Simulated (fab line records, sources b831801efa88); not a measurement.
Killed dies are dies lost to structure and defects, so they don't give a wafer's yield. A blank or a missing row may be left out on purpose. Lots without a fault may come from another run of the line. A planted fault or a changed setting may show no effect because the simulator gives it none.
fab line records | flow sky130
record lots=10 wafers=28 last_day=50
route steps=708 shown METAL4@629 VIA4@657 PAD_OPEN@708
lots that met no fault: from a run of the same line without faults
start_h: hours from the record's first day to the start of the lot's first wafer shown | wait_h: hours since the lot's step before | " the same as in the row above | L1.1+2: a row that stands for several wafers | - no value, or no start given | * or withheld: withheld | < > ~ a bound
route shown NAME@n: a module of which the file shows steps, and the number in the route of the first | usual: mean/standard deviation of fault-free wafers | same: alike in all rows | chamber/n: place in a boat | sites: the reading at each site | _std_site: their standard deviation | _edge_site: outer sites' mean less inner sites' | radius_mm: how far each site lies from the wafer's centre | mask NAME#n: copy n | behind: the tool/chamber that last shaped the wafer | hold: why the lot was held/for how many hours/how that ended | device: the transistor (n, p or np) that didn't switch | end of line: the same wafers' tests at the end of the route | a step without rows: its recipe alone | killed: dies lost to structure and defects at the first sort, not the wafer's yield | map: a wafer's dies, x killed, . not, _ none there
set.NAME: the setting as run; set.NAME@STEP: as run at that earlier step | model.NAME: the simulator's own value behind a step, which no gauge read
steps of the route over a sample of lots; a table a step, a row a wafer
services: from which hour (start_h, from the record's first day; less than 0 if before it) a tool's chamber was out of use, for how many hours, and why
## steps
# step SKY_METAL4_CD_MEAS_13
# recipe target_cd_nm=300
# usual cd_nm=299.7/1.3
# columns lot.wafer tool chamber start_h wait_h cd_nm
L133.1 cd_sem-01 - 978.31 - 300.7
L133.2 " - " " 299.8
L133.3 " - " " 300.0
L135.4 cd_sem-01 - 993.53 - 297.0
L135.5 " - " " 298.7
L135.6 " - " " 299.1
L140.1 cd_sem-01 - 1025.52 - 298.9
L140.2 " - " " 300.6
L140.6 " - " " 298.4
L141.1 cd_sem-02 - 1044.36 - 300.3
L141.3 " - " " 301.5
L141.6 " - " " 299.9
L145.2 cd_sem-01 - 1059.28 - 298.5
L145.3 " - " " 298.3
L145.4 " - " " 298.0
L146.1 cd_sem-02 - 1068.21 - 302.1
L146.3 " - " " 300.7
L146.4 " - " " 300.2
L148.3 cd_sem-01 - 1077.10 - 299.9
L148.4 " - " " 302.1
L148.6 " - " " 301.1
L154.1 cd_sem-01 - 1110.77 - 301.0
L154.2 " - " " 300.7
L154.4 " - " " 299.6
L155.2 cd_sem-01 - 1115.13 - 298.9
L156.1 cd_sem-02 - 1119.32 - 299.0
L156.4 " - " " 299.7
L156.5 " - " " 300.7
# step SKY_METAL4_DESCUM_15
# recipe chemistry=O2 source_power_w=150 bias_power_w=0 pressure_mtorr=10 temp_c=40 time_s=8
# usual drypump_motor_current_A=5.6/0.34 oes_product_au=0.994/0.0066
# columns lot.wafer tool chamber start_h wait_h drypump_motor_current_A oes_product_au rf_hours_counter_h
L133.1 rie_metal-03 1 978.47 0.0 5.4 0.994 15
L133.2 " 0 " " 5.8 0.991 9
L133.3 " 0 " " 5.8 0.991 -
L135.4 rie_metal-02 0 993.63 0.0 5.0 0.993 -
L135.5 " 0 " " 5.0 0.991 -
L135.6 " 1 " " 5.5 0.997 -
L140.1 rie_metal-02 0 1025.67 0.0 5.0 0.993 16
L140.2 " 1 " " 5.5 0.994 5
L140.6 " 0 " " 5.0 0.985 -
L141.1 rie_metal-03 0 1044.52 0.0 5.8 0.988 13
L141.3 " 0 " " 5.8 0.984 -
L141.6 " 0 " " 5.8 0.987 -
L145.2 rie_metal-04 0 1059.42 0.0 6.1 1.018 8
L145.3 " 1 " " 5.9 0.994 -
L145.4 " 0 " " 6.1 0.992 -
L146.1 rie_metal-02 0 1068.37 0.0 5.0 0.990 19
L146.3 " 0 " " 5.1 0.993 -
L146.4 " 1 " " 5.5 0.989 -
L148.3 rie_metal-04 0 1077.23 0.0 6.1 0.989 -
L148.4 " 1 " " 5.8 0.986 -
L148.6 " 0 " " 6.1 0.990 -
L154.1 rie_metal-02 1 1110.92 0.0 5.5 0.991 12
L154.2 " 0 " " 5.0 0.988 22
L154.4 " 0 " " 5.1 0.987 -
L155.2 rie_metal-02 1 1115.27 0.0 5.5 1.007 12
L156.1 rie_metal-04 0 1119.47 0.0 6.0 0.997 13
L156.4 " 0 " " 6.0 1.002 -
L156.5 " 0 " " 6.0 0.990 -
# step SKY_METAL4_ETCH_17
# recipe target=SiO2 stop_on=TiN chemistry=C4F8/O2/Ar source_w=1500 bias_w=1200 pressure_mtorr=40 c4f8_flow_sccm=withheld O2_flow_sccm=6 Ar_flow_sccm=300 time_s=3.9 target_depth_a=150
# usual oes_product_au=0.754/0.0076
# columns lot.wafer tool chamber start_h wait_h oes_product_au rf_hours_counter_h
L133.1 rie_diel-01 1 978.60 0.1 0.747 7
L133.2 " 2 " " 0.743 6
L133.3 " 0 " " 0.761 7
L135.4 rie_diel-01 0 993.75 0.0 0.758 7
L135.5 " 0 " " 0.745 -
L135.6 " 1 " " 0.757 -
L140.1 rie_diel-04 1 1025.85 0.1 0.749 21
L140.2 " 2 " " 0.743 22
L140.6 " 3 " " 0.762 -
L141.1 rie_diel-01 0 1044.65 0.1 0.754 9
L141.3 " 2 " " 0.750 9
L141.6 " 1 " " 0.764 -
L145.2 rie_diel-01 1 1059.55 0.1 0.748 10
L145.3 " 3 " " 0.736 6
L145.4 " 2 " " 0.757 9
L146.1 rie_diel-03 2 1068.50 0.1 0.761 4
L146.3 " 0 " " 0.757 14
L146.4 " 1 " " 0.769 15
L148.3 rie_diel-01 0 1077.35 0.0 0.766 10
L148.4 " 0 " " 0.764 -
L148.6 " 2 " " 0.749 -
L154.1 rie_diel-01 3 1111.05 0.1 0.753 8
L154.2 " 2 " " 0.744 11
L154.4 " 0 " " 0.764 11
L155.2 rie_diel-01 0 1115.40 0.1 0.742 11
L156.1 rie_diel-03 2 1119.60 0.1 0.759 6
L156.4 " 3 " " 0.764 18
L156.5 " 1 " " 0.763 -
# step SKY_VIA4_CVD_18
# recipe material=W target_thk_nm=505 time_s=152.14 temp_c=400 pressure_torr=40
# usual chamber_pressure_Torr=40.01/0.082 heater_power_outer_w=487/28 heater_power_w=795/26 susceptor_temp_C=400.00/0.24
# columns lot.wafer tool chamber start_h wait_h chamber_pressure_Torr heater_power_outer_w heater_power_w since_wet_clean_h susceptor_temp_C
L133.1 cvd_w-02 1 1004.16 0.0 40.20 499 803 600 399.73
L133.2 " 0 " " 40.01 468 774 600 399.83
L133.3 " 1 " " 40.05 525 815 - 399.83
L135.4 cvd_w-01 1 1019.92 0.1 40.08 440 751 - 399.85
L135.5 " 1 " " 39.99 435 749 - 399.83
L135.6 " 0 " " 40.07 523 818 - 399.87
L140.1 cvd_w-02 0 1049.98 0.0 39.92 466 780 646 399.74
L140.2 " 1 " " 39.98 500 795 646 400.35
L140.6 " 1 " " 40.05 503 809 - 400.03
L141.1 cvd_w-02 1 1067.73 0.0 40.16 501 822 664 400.31
L141.3 " 1 " " 39.96 517 838 - 400.08
L141.6 " 1 " " 40.23 508 836 - 400.01
L145.2 cvd_w-02 1 1083.28 0.0 40.05 514 806 679 399.95
L145.3 " 0 " " 40.03 467 796 - 400.18
L145.4 " 1 " " 39.95 516 830 - 399.99
L146.1 cvd_w-01 0 1092.33 0.0 40.02 526 815 174 399.68
L146.3 " 0 " " 39.97 520 803 - 400.10
L146.4 " 1 " " 39.97 446 754 - 400.00
L148.3 cvd_w-02 1 1099.30 0.1 40.03 516 827 - 399.60
L148.4 " 0 " " 40.03 482 781 - 399.69
L148.6 " 1 " " 40.07 507 812 - 399.75
L154.1 cvd_w-01 1 1132.29 0.0 39.87 448 742 214 399.79
L154.2 " 0 " " 40.07 345 570 214 345.92
L154.4 " 0 " " 39.99 333 554 - 345.47
L155.2 cvd_w-01 0 1137.31 0.0 40.00 336 561 219 345.59
L156.1 cvd_w-02 1 1140.95 0.0 39.88 518 814 737 400.10
L156.4 " 0 " " 40.01 482 806 - 400.43
L156.5 " 0 " " 40.08 480 786 - 400.39
# step SKY_VIA4_RS_MEAS_19
# recipe thk_meas_gauge=four-point-probe reads=W_of_VIA4_CVD_18+TiN_of_VIA4_SPUTTER_17
# usual VIA4_W_RS=0.2289/0.0023
# columns lot.wafer tool chamber start_h wait_h hold VIA4_W_RS[ohm/sq]
L133.1 film_metro-03 - 1004.31 0.1 - 0.2316
L133.2 " - " " - 0.2295
L133.3 " - " " - 0.2332
L135.4 film_metro-02 - 1020.08 0.1 - 0.2278
L135.5 " - " " - 0.2253
L135.6 " - " " - 0.2254
L140.1 film_metro-03 - 1050.13 0.1 - 0.2292
L140.2 " - " " - 0.2326
L140.6 " - " " - 0.2313
L141.1 film_metro-04 - 1067.88 0.1 - 0.2290
L141.3 " - " " - 0.2310
L141.6 " - " " - 0.2289
L145.2 film_metro-04 - 1083.45 0.1 - 0.2264
L145.3 " - " " - 0.2329
L145.4 " - " " - 0.2273
L146.1 film_metro-02 - 1092.48 0.1 - 0.2291
L146.3 " - " " - 0.2284
L146.4 " - " " - 0.2256
L148.3 film_metro-02 - 1099.44 0.1 - 0.2289
L148.4 " - " " - 0.2263
L148.6 " - " " - 0.2285
L154.1 film_metro-02 - 1132.45 0.1 await_dispo/0.2h/release 0.2296
L154.2 " - " " await_dispo/0.2h/release 0.6788
L154.4 " - " " await_dispo/0.2h/release 0.6934
L154.1 film_metro-02 - 1132.85 0.4 - 0.2298
L154.2 " - " " - 0.6787
L154.4 " - " " - 0.6946
L155.2 film_metro-03 - 1137.48 0.1 await_dispo/0.2h/release 0.6634
L155.2 film_metro-03 - 1137.99 0.5 - 0.6656
L156.1 film_metro-03 - 1141.10 0.1 - 0.2269
L156.4 " - " " - 0.2309
L156.5 " - " " - 0.2299
# step SKY_VIA4_THK_MEAS_20
# recipe thk_meas_gauge=xrf reads=W_of_VIA4_CVD_18
# usual VIA4_W_THK=501/4.8
# columns lot.wafer tool chamber start_h wait_h hold VIA4_W_THK[nm]
L133.1 film_metro-03 - 1004.43 0.1 - 497
L133.2 " - " " - 501
L133.3 " - " " - 492
L135.4 film_metro-02 - 1020.17 0.1 - 505
L135.5 " - " " - 506
L135.6 " - " " - 508
L140.1 film_metro-03 - 1050.25 0.1 - 498
L140.2 " - " " - 492
L140.6 " - " " - 496
L141.1 film_metro-04 - 1068.00 0.1 - 504
L141.3 " - " " - 499
L141.6 " - " " - 507
L145.2 film_metro-04 - 1083.56 0.1 - 505
L145.3 " - " " - 494
L145.4 " - " " - 505
L146.1 film_metro-02 - 1092.60 0.1 - 497
L146.3 " - " " - 499
L146.4 " - " " - 508
L148.3 film_metro-02 - 1099.54 0.1 - 500
L148.4 " - " " - 504
L148.6 " - " " - 498
L154.1 film_metro-02 - 1138.21 5.3 await_dispo/0.2h/release 500
L154.2 " - " " await_dispo/0.2h/release 171
L154.4 " - " " await_dispo/0.2h/release 168
L154.1 film_metro-02 - 1138.44 0.2 - 500
L154.2 " - " " - 172
L154.4 " - " " - 168
L155.2 film_metro-03 - 1140.53 2.5 await_dispo/2.4h/release 174
L156.1 film_metro-03 - 1141.22 0.1 - 501
L156.4 " - " " - 494
L156.5 " - " " - 496
# step SKY_VIA4_CMP_21
# recipe stop_on=SiO2 t_overpolish_s=25 down_force_psi=3.5 platen_rpm=60 target_thk_nm=0 pad_velocity_m_s=0.94248
# usual edge_zone_pressure_frac=1.000/0.0049 head_pressure_psi=3.500/0.0078 motor_current_A=11.4/1.4 retaining_ring_pressure_frac=1.000/0.0049 time_to_endpoint_s=121/4.5
# columns lot.wafer tool chamber start_h wait_h hold edge_zone_pressure_frac head_pressure_psi motor_current_A retaining_ring_pressure_frac time_to_endpoint_s
L133.2 cmp-01 3 1004.49 0.0 - 0.999 3.494 12.3 1.001 125
L133.3 " 1 " " - 1.001 3.507 13.5 0.995 118
L133.1 " 2 " " - 1.002 3.497 8.2 1.006 113
L135.4 cmp-02 1 1020.35 0.2 - 0.986 3.500 11.1 1.001 123
L135.5 " 2 " " - 1.000 3.490 12.7 0.992 126
L135.6 " 3 " " - 0.996 3.506 11.8 1.009 122
L140.2 cmp-01 3 1050.31 0.0 - 1.005 3.496 12.6 0.997 123
L140.1 " 1 " " - 1.005 3.500 14.4 1.008 122
L140.6 " 0 " " - 1.004 3.513 12.0 0.996 119
L141.3 cmp-02 1 1068.11 0.1 - 0.999 3.509 11.0 1.000 120
L141.1 " 2 " " - 0.994 3.487 11.9 0.994 127
L141.6 " 1 " " - 0.997 3.505 11.6 1.004 121
L145.3 cmp-02 1 1083.68 0.1 - 1.002 3.493 11.5 1.003 114
L145.4 " 2 " " - 0.998 3.504 13.0 0.999 128
L145.2 " 3 " " - 1.001 3.513 11.1 0.998 118
L146.3 cmp-02 1 1092.71 0.1 - 1.004 3.500 11.6 1.008 118
L146.4 " 2 " " - 0.999 3.499 12.3 1.000 125
L146.1 " 3 " " - 0.993 3.499 11.3 0.995 114
L148.3 cmp-01 3 1099.63 0.1 - 1.003 3.503 12.7 0.996 122
L148.4 " 0 " " - 0.998 3.500 11.8 1.001 120
L148.6 " 2 " " - 0.994 3.501 8.1 0.998 115
L155.2 cmp-02 3 1140.88 0.3 - 1.011 3.505 11.5 1.004 39
L156.1 cmp-02 3 1141.38 0.1 - 1.001 3.506 11.4 1.003 114
L156.4 " 0 " " - 0.995 3.501 9.5 0.996 119
L156.5 " 1 " " - 1.002 3.489 11.0 1.004 116
L154.2 cmp-01 2 1146.40 7.9 await_dispo/7.8h/release 0.994 3.514 8.7 1.002 44
L154.4 " 3 " " await_dispo/7.8h/release 1.007 3.505 12.1 0.991 43
L154.1 " 0 " " await_dispo/7.8h/release 1.002 3.503 12.5 1.009 122
# step SKY_PAD_OPEN_PROBE_99
# usual killed_at_M0_to_M3=43/7.2 killed_at_M4_up=3.2/1.8 killed_at_contacts=23/5.6 killed_at_front_end=15/4.6 killed_at_other=0.3/0.71 killed_dies=85/10 killed_on_rim=16/4.1 killed_open=46/7.8 killed_short=38/6.5
# same gross_dies=492 killed_at_back_side=0
# columns lot.wafer tool chamber start_h wait_h killed_at_M0_to_M3 killed_at_M4_up killed_at_contacts killed_at_front_end killed_at_other killed_dies killed_on_rim killed_open killed_short
L133.1 prober-01 - 1073.98 0.1 28 6 21 17 0 72 11 33 39
L133.2 prober-01 - 1074.03 0.1 43 2 27 23 1 96 17 56 38
L133.3 prober-01 - 1074.08 0.2 24 3 19 24 0 70 18 26 43
L135.4 prober-01 - 1089.74 0.2 37 5 33 13 0 88 29 46 42
L135.5 prober-01 - 1089.79 0.2 52 0 18 22 0 92 20 54 38
L135.6 prober-01 - 1089.84 0.2 54 5 22 15 0 96 23 56 39
L140.1 prober-01 - 1115.74 0.1 34 5 33 15 0 87 13 46 40
L140.2 prober-01 - 1115.79 0.1 47 4 22 17 0 90 20 50 40
L140.6 prober-01 - 1115.99 0.2 42 2 29 18 0 91 15 48 43
L141.1 prober-02 - 1132.23 0.1 40 3 20 16 0 79 14 42 37
L141.3 prober-02 - 1132.33 0.2 39 4 21 15 1 80 18 44 36
L141.6 prober-02 - 1132.48 0.2 44 3 26 13 0 86 22 46 40
L145.2 prober-01 - 1146.99 0.1 39 4 25 19 0 87 17 40 46
L145.3 prober-01 - 1147.04 0.2 47 0 25 19 0 91 17 56 33
L145.4 prober-01 - 1147.09 0.2 49 3 17 23 1 93 11 53 40
L146.1 prober-02 - 1153.44 0.1 37 2 22 11 0 72 12 42 30
L146.3 prober-02 - 1153.54 0.2 48 2 18 16 0 84 16 53 31
L146.4 prober-02 - 1153.59 0.2 38 1 37 8 0 84 12 59 25
L148.3 prober-02 - 1160.25 0.2 40 1 22 17 0 80 14 44 36
L148.4 prober-02 - 1160.30 0.2 46 3 25 17 0 91 16 51 40
L148.6 prober-02 - 1160.40 0.2 35 1 22 20 0 78 17 40 38
L154.1 prober-02 - 1189.16 0.1 36 1 20 21 0 78 11 44 34
L154.2 prober-02 - 1189.21 0.1 40 4 22 18 2 86 21 41 45
L154.4 prober-02 - 1189.31 0.2 29 2 9 12 1 53 13 29 24
L155.2 prober-01 - 1194.23 0.1 48 5 17 10 0 80 14 40 39
L156.1 prober-02 - 1197.00 0.1 39 3 25 10 0 77 10 44 33
L156.4 prober-02 - 1197.15 0.2 35 1 24 22 0 82 6 45 35
L156.5 prober-02 - 1197.20 0.2 38 6 18 19 1 82 19 38 44
# killed by level:class
L133.1 CONTACT:geometric_particle:open=7 FIELD_ISO:geometric_particle:short=6 LI_CONTACT:geometric_particle:open=5 CONTACT:geometric_particle:short=5 METAL1:geometric_particle:short=5 VIA2:geometric_particle:open=5 LOCAL_INTERCONNECT:geometric_particle:short=4 FIELD_ISO:geometric_particle:open=4
L133.2 CONTACT:geometric_particle:open=10 VIA1:geometric_particle:open=9 VIA2:geometric_particle:open=7 VIA1:geometric_particle:short=7 LI_CONTACT:geometric_particle:open=6 FIELD_ISO:geometric_particle:open=5 POLY_GATE:geometric_particle:open=5 CONTACT:geometric_particle:short=5
L133.3 FIELD_ISO:geometric_particle:short=12 CONTACT:geometric_particle:open=8 POLY_GATE:geometric_particle:short=6 VIA3:geometric_particle:open=5 LI_CONTACT:geometric_particle:short=3 LI_CONTACT:geometric_particle:open=3 LOCAL_INTERCONNECT:geometric_particle:short=3 METAL2:geometric_particle:short=3
L135.4 LI_CONTACT:geometric_particle:open=12 CONTACT:geometric_particle:open=11 METAL2:geometric_particle:short=6 VIA3:geometric_particle:open=6 LOCAL_INTERCONNECT:geometric_particle:short=5 VIA1:geometric_particle:short=5 VIA2:geometric_particle:open=5 VIA2:geometric_particle:short=4
L135.5 VIA1:geometric_particle:open=17 CONTACT:geometric_particle:open=9 METAL2:geometric_particle:short=6 VIA1:geometric_particle:short=6 VIA3:geometric_particle:open=6 FIELD_ISO:geometric_particle:short=5 SPACER:geometric_particle:short=5 VIA2:geometric_particle:open=5
L135.6 VIA1:geometric_particle:open=19 CONTACT:geometric_particle:open=9 LI_CONTACT:geometric_particle:open=7 FIELD_ISO:geometric_particle:short=6 VIA1:geometric_particle:short=5 LOCAL_INTERCONNECT:geometric_particle:short=5 METAL2:geometric_particle:short=5 METAL4:geometric_particle:short=5
L140.1 CONTACT:geometric_particle:open=12 LI_CONTACT:geometric_particle:open=9 FIELD_ISO:geometric_particle:short=6 VIA2:geometric_particle:open=5 CONTACT:geometric_particle:short=5 METAL1:geometric_particle:short=5 VIA1:geometric_particle:open=5 LOCAL_INTERCONNECT:geometric_particle:short=4
L140.2 VIA1:geometric_particle:open=13 VIA3:geometric_particle:open=9 LI_CONTACT:geometric_particle:open=5 METAL2:geometric_particle:short=5 FIELD_ISO:geometric_particle:short=4 POLY_GATE:geometric_particle:open=4 LI_CONTACT:geometric_particle:short=4 LOCAL_INTERCONNECT:geometric_particle:short=4
L140.6 CONTACT:geometric_particle:open=12 VIA2:geometric_particle:open=10 LI_CONTACT:geometric_particle:open=8 VIA2:geometric_particle:short=8 VIA1:geometric_particle:open=6 POLY_GATE:geometric_particle:short=5 VIA1:geometric_particle:short=5 FIELD_ISO:geometric_particle:open=4
L141.1 CONTACT:geometric_particle:open=7 METAL1:geometric_particle:short=6 VIA1:geometric_particle:open=6 VIA2:geometric_particle:open=6 SPACER:geometric_particle:open=5 LI_CONTACT:geometric_particle:open=5 VIA1:geometric_particle:short=5 VIA3:geometric_particle:short=4
L141.3 VIA2:geometric_particle:open=6 LI_CONTACT:geometric_particle:open=6 CONTACT:geometric_particle:short=6 VIA1:geometric_particle:open=6 METAL1:geometric_particle:open=5 VIA1:geometric_particle:short=5 VIA3:geometric_particle:short=4 VIA3:geometric_particle:open=4
L141.6 VIA1:geometric_particle:open=11 LOCAL_INTERCONNECT:geometric_particle:short=9 VIA2:geometric_particle:open=8 CONTACT:geometric_particle:open=8 VIA1:geometric_particle:short=6 METAL2:geometric_particle:short=6 VIA2:geometric_particle:short=5 CONTACT:geometric_particle:short=5
L145.2 VIA1:geometric_particle:open=8 CONTACT:geometric_particle:open=8 FIELD_ISO:geometric_particle:short=7 LI_CONTACT:geometric_particle:open=6 VIA3:geometric_particle:open=6 CONTACT:geometric_particle:short=5 LOCAL_INTERCONNECT:geometric_particle:short=5 METAL2:geometric_particle:short=5
L145.3 VIA2:geometric_particle:open=15 VIA1:geometric_particle:open=10 CONTACT:geometric_particle:open=9 CONTACT:geometric_particle:short=6 LI_CONTACT:geometric_particle:short=5 LI_CONTACT:geometric_particle:open=5 VIA2:geometric_particle:short=5 FIELD_ISO:geometric_particle:open=3
L145.4 VIA1:geometric_particle:open=17 POLY_GATE:geometric_particle:open=9 CONTACT:geometric_particle:open=7 METAL2:geometric_particle:short=7 METAL3:geometric_particle:short=6 VIA1:geometric_particle:short=5 POLY_GATE:geometric_particle:short=4 LOCAL_INTERCONNECT:geometric_particle:short=4
L146.1 VIA1:geometric_particle:open=11 LI_CONTACT:geometric_particle:open=8 VIA2:geometric_particle:open=7 CONTACT:geometric_particle:short=5 VIA3:geometric_particle:open=5 FIELD_ISO:geometric_particle:short=4 CONTACT:geometric_particle:open=4 FIELD_ISO:geometric_particle:open=2
L146.3 VIA2:geometric_particle:open=12 VIA1:geometric_particle:open=10 LI_CONTACT:geometric_particle:open=6 LOCAL_INTERCONNECT:geometric_particle:short=6 METAL2:geometric_particle:short=5 CONTACT:geometric_particle:open=4 VIA3:geometric_particle:open=4 FIELD_ISO:geometric_particle:open=3
L146.4 CONTACT:geometric_particle:open=17 LI_CONTACT:geometric_particle:open=10 VIA2:geometric_particle:open=10 VIA3:geometric_particle:open=8 VIA1:geometric_particle:open=6 LOCAL_INTERCONNECT:geometric_particle:short=5 CONTACT:geometric_particle:short=5 VIA3:geometric_particle:short=5
L148.3 VIA1:geometric_particle:open=11 CONTACT:geometric_particle:open=9 VIA3:geometric_particle:open=7 METAL1:geometric_particle:short=7 POLY_GATE:geometric_particle:open=6 LI_CONTACT:geometric_particle:open=5 CONTACT:geometric_particle:short=5 METAL2:geometric_particle:short=5
L148.4 LI_CONTACT:geometric_particle:open=11 CONTACT:geometric_particle:open=8 VIA1:geometric_particle:open=7 METAL2:geometric_particle:short=6 POLY_GATE:geometric_particle:open=5 METAL1:geometric_particle:short=5 VIA1:geometric_particle:short=5 VIA2:geometric_particle:open=5
L148.6 VIA1:geometric_particle:open=7 VIA3:geometric_particle:open=7 LI_CONTACT:geometric_particle:open=6 FIELD_ISO:geometric_particle:open=5 FIELD_ISO:geometric_particle:short=5 LI_CONTACT:geometric_particle:short=5 CONTACT:geometric_particle:open=5 METAL2:geometric_particle:short=4
L154.1 CONTACT:geometric_particle:open=9 VIA1:geometric_particle:open=8 VIA3:geometric_particle:open=8 FIELD_ISO:geometric_particle:short=5 POLY_GATE:geometric_particle:open=5 METAL1:geometric_particle:short=5 FIELD_ISO:geometric_particle:open=4 LOCAL_INTERCONNECT:geometric_particle:short=4
L154.2 CONTACT:geometric_particle:open=9 VIA2:geometric_particle:open=7 FIELD_ISO:geometric_particle:short=6 VIA3:geometric_particle:open=6 VIA1:geometric_particle:open=5 METAL2:geometric_particle:short=5 POLY_GATE:geometric_particle:short=4 LI_CONTACT:geometric_particle:open=4
L154.4 VIA1:geometric_particle:open=6 VIA2:geometric_particle:open=6 METAL1:geometric_particle:short=5 VIA3:geometric_particle:open=5 FIELD_ISO:geometric_particle:short=4 CONTACT:geometric_particle:open=4 FIELD_ISO:geometric_particle:open=3 POLY_GATE:geometric_particle:open=2
L155.2 VIA1:geometric_particle:open=13 VIA2:geometric_particle:open=6 METAL2:geometric_particle:short=6 METAL3:geometric_particle:short=6 LI_CONTACT:geometric_particle:open=5 VIA2:geometric_particle:short=5 VIA3:geometric_particle:open=5 VIA3:geometric_particle:short=4
L156.1 LI_CONTACT:geometric_particle:open=9 VIA2:geometric_particle:open=9 METAL1:geometric_particle:short=8 CONTACT:geometric_particle:open=8 VIA3:geometric_particle:open=7 METAL2:geometric_particle:short=4 POLY_GATE:geometric_particle:open=3 POLY_GATE:geometric_particle:short=3
L156.4 VIA2:geometric_particle:open=10 POLY_GATE:geometric_particle:short=7 CONTACT:geometric_particle:open=7 LI_CONTACT:geometric_particle:open=6 FIELD_ISO:geometric_particle:open=5 LOCAL_INTERCONNECT:geometric_particle:short=5 VIA3:geometric_particle:open=5 FIELD_ISO:geometric_particle:short=4
L156.5 METAL2:geometric_particle:short=7 CONTACT:geometric_particle:open=6 VIA3:geometric_particle:open=6 POLY_GATE:geometric_particle:open=5 LI_CONTACT:geometric_particle:open=5 METAL1:geometric_particle:short=5 VIA1:geometric_particle:open=5 METAL3:geometric_particle:short=5
## services
# columns tool chamber start_h hours kind
cvd_w-02 0 966.66 3.1 repair
cmp-02 - 968.46 0.4 repair
cvd_w-01 0 976.42 11.2 repair
rie_diel-01 3 986.59 2.6 repair
cmp-02 - 990.53 1.0 repair
cvd_w-02 - 997.24 2.8 pm
rie_metal-02 - 1002.41 0.1 repair
cmp-02 - 1004.42 0.9 repair
rie_metal-02 0 1005.71 1.6 repair
cmp-01 - 1006.89 4.5 pm
cvd_w-01 - 1021.50 6.0 pm
cmp-02 - 1058.96 8.2 pm
rie_metal-02 - 1059.96 1.4 pm
cmp-02 - 1068.67 4.4 repair
cvd_w-02 - 1069.59 1.1 repair
rie_diel-01 2 1070.93 2.9 repair
rie_diel-01 1 1073.00 3.9 repair
rie_diel-01 1 1076.89 2.8 repair
cmp-02 - 1084.04 4.0 pm
rie_diel-01 - 1087.16 0.8 repair
rie_diel-01 0 1091.46 8.6 repair
cmp-01 - 1112.05 1.0 repair
cmp-01 - 1119.14 1.0 repair
cmp-02 - 1141.98 0.9 repair
## key
first_sign step=SKY_VIA4_CVD_18 reading=susceptor_temp_C direction=down sigmas=99+ usual=* struck=*
effect step=SKY_VIA4_CVD_18 reading=heater_power_w direction=down sigmas=8.9 usual=* struck=*
effect step=SKY_VIA4_RS_MEAS_19 reading=visit direction=added
effect step=SKY_VIA4_RS_MEAS_19 reading=VIA4_W_RS direction=up sigmas=99+ usual=0.2289 struck=0.6786
effect step=SKY_VIA4_THK_MEAS_20 reading=visit direction=added
effect step=SKY_VIA4_THK_MEAS_20 reading=VIA4_W_THK direction=down sigmas=69 usual=501 struck=171
effect step=SKY_VIA4_CMP_21 reading=time_to_endpoint_s direction=down sigmas=17 usual=* struck=*
met_at SKY_VIA4_CVD_18
struck_lots L154,L155
struck_wafers L154.2,L154.4,L155.2
tester_left_out L155
not_acting_at SKY_METAL4_CD_MEAS_13,SKY_METAL4_DESCUM_15,SKY_METAL4_ETCH_17
onset_between 1092.33 1132.29
earlier_fault kind=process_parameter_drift tool=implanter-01 chamber=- onset_h=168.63 steps=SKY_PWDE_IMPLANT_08 channel=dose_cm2 offset=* shape=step end_h=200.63 acts_in=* stated=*
fault kind=process_parameter_drift tool=cvd_w-01 chamber=0 onset_h=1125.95 steps=SKY_VIA4_CVD_18 channel=temp_c offset=* shape=step acts_in=* stated=*
# tester_left_out: of these lots the tester's yield and bins aren't shown, on N5 and GAA mostly nor the transistor test; their killed dies are dies lost to structure and defects alone, not to doping, threshold or leakage, so they don't give the yield
